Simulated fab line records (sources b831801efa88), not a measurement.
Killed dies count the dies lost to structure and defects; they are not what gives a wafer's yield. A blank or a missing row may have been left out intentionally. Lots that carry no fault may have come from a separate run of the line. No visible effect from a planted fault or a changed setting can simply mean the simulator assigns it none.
Chamber matching + flow gf180mcu + cmp-01 running GF_V4_CMP_04: 4 sister chambers
The step polishes SiO2. 8 wafers are shown with their chamber, then 7 later ones without.

== WAFERS, EACH WITH ITS CHAMBER ==
| wafer  | chamber | motor current A (A) | platen rpm (rpm) |
|--------|---------|---------------------|------------------|
| L804.6 | 2       | 12.0                | 60.01            |
| L807.2 | 2       | 12.3                | 60.04            |
| L809.2 | 3       | 12.0                | 59.99            |
| L819.1 | 1       | 13.4                | 60.11            |
| L819.4 | 3       | 12.1                | 59.94            |
| L819.5 | 0       | 12.1                | 60.08            |
| L821.3 | 1       | 13.3                | 60.04            |
| L821.4 | 0       | 12.2                | 60.06            |

== WAFERS WHOSE CHAMBER IS MISSING ==
| wafer  | motor current A (A) | platen rpm (rpm) |
|--------|---------------------|------------------|
| L821.6 | 13.3                | 60.08            |
| L820.3 | 12.1                | 59.97            |
| L820.4 | 12.3                | 59.99            |
| L820.5 | 12.7                | 59.96            |
| L824.1 | 12.7                | 60.00            |
| L824.2 | 12.2                | 59.92            |
| L824.4 | 11.8                | 60.02            |

== WHICH CHAMBER EACH ONE RAN IN ==
| wafer  | from the rows above               | in truth |
|--------|-----------------------------------|----------|
| L821.6 | 1                                 | 1        |
| L820.3 | can't be placed: 3 or 2           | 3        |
| L820.4 | can't be placed: 2 or 3 or 0      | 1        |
| L820.5 | can't be placed: 2 or 3 or 0 or 1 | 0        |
| L824.1 | can't be placed: 2 or 0 or 3 or 1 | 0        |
| L824.2 | can't be placed: 3 or 2           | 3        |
| L824.4 | can't be placed: 3 or 2 or 0      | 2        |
Correctly placed: 1 of 7. Can't be placed from these rows: 6 (the true chamber is among the candidates in 5). 0 placed wrongly.
How it was worked out, from the rows above alone: a wafer's distance from a chamber is the root of the sum, over the readings, of the square of ((its reading less the chamber's mean) divided by the reading's scatter). If the next closest chamber is less than 2 further off than the closest, the wafer can't be placed; otherwise it belongs to the closest. Each chamber's mean is taken over the wafers shown for it. The scatter: the root of (the sum of the squares of (reading less its chamber's mean) over the shown wafers, divided by (wafers less chambers)).
